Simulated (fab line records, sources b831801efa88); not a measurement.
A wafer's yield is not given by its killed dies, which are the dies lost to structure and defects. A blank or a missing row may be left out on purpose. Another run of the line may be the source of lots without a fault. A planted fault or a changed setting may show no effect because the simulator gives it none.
8D (eight disciplines) problem report, filled in by code / flow gf180mcu / the parts of the form that need people (team, actions taken, sign-off) are left out

## 1. WHAT WENT WRONG
Mean of runLengthS at GF_M1_SOFTBAKE_10: 92.53 s across 2 wafers in 2 lots; on wafers with no fault it is 89.12 s (standard deviation 0.13). Relative to the usual mean, that is a shift of +26 standard deviations.
The step: time 60 s.
First observed at day 21 04:16: wafer L389.3, on lithoTrack-04. The record holds 39 wafers of 13 lots with a number at this step. Rule for "out" (also "out of limits"): further than 4 standard deviations from the usual mean. Any other wafer with a number is counted as sound.

## 2. WHAT IT IS, AND WHAT IT ISN'T
question=which readings at this step | is=runLengthS | is not=-
question=which lots | is=L389, L391 | is not=L377, L379, L381, L383, L384, L385, L388, L395, L396, L399, L400
question=which wafers of those lots | is=L389.3, L391.5 | is not=L389.2, L389.6, L391.2, L391.6
question=read on which tools | is=lithoTrack-04 | is not=lithoTrack-01, lithoTrack-03
question=when | is=from day 21 04:16 | is not=up to then (23 sound wafers); but 14 sound wafers of L391, L395, L396, L399, L400 came after

## 3. SUSPECTS, AND WHAT RULES EACH OUT
Counting: a tool at a process step up to the reading stays a suspect if it ran every lot that is out. Sound lots after the first of them don't rule it out here, since some wafers of a struck lot are sound.
- lithoTrack-04 at GF_M1_SOFTBAKE_10 (time 60 s): kept. It ran every lot that is out, first L389 (day 21 04:16); its last sound lot up to then is L381 (day 18 00:57). Its own runLengthS readings are out on those wafers.
Remaining after the count: lithoTrack-04 at GF_M1_SOFTBAKE_10.

## 4. THE CAUSE (what the simulator had put in)
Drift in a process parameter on lithoTrack-04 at GF_M1_SOFTBAKE_10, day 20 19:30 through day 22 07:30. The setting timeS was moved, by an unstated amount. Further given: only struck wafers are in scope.
This tool alone remained once counting was done.

## 5. THE EFFECT CHAIN, in route order
One row per reading whose mean, taken over the struck wafers that have a number, lies over 3 standard deviations from the usual. Scope: only readings with a usual standard deviation given in the record; hours: median across lots of the time from each lot's start at the first step in this table that gives one to its start at this step; sigmas: change in usual standard deviations.
hours=0; step=GF_M1_SOFTBAKE_10; reading=runLengthS; usual=89.12 s; on struck wafers=92.53; change=+3.41; sigmas=+26
The process steps in it:
- GF_M1_SOFTBAKE_10: time 60 s.
Later steps that measure or inspect, where all struck wafers having a row at the step show a number for every such reading and not one has moved that far: GF_M1_OVL_MEAS_15.

## 6. HOW IT WOULD HAVE BEEN CAUGHT EARLIER
In this record the first reading out of limits was taken at day 21 04:16, 9 hours after the fault began at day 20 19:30.
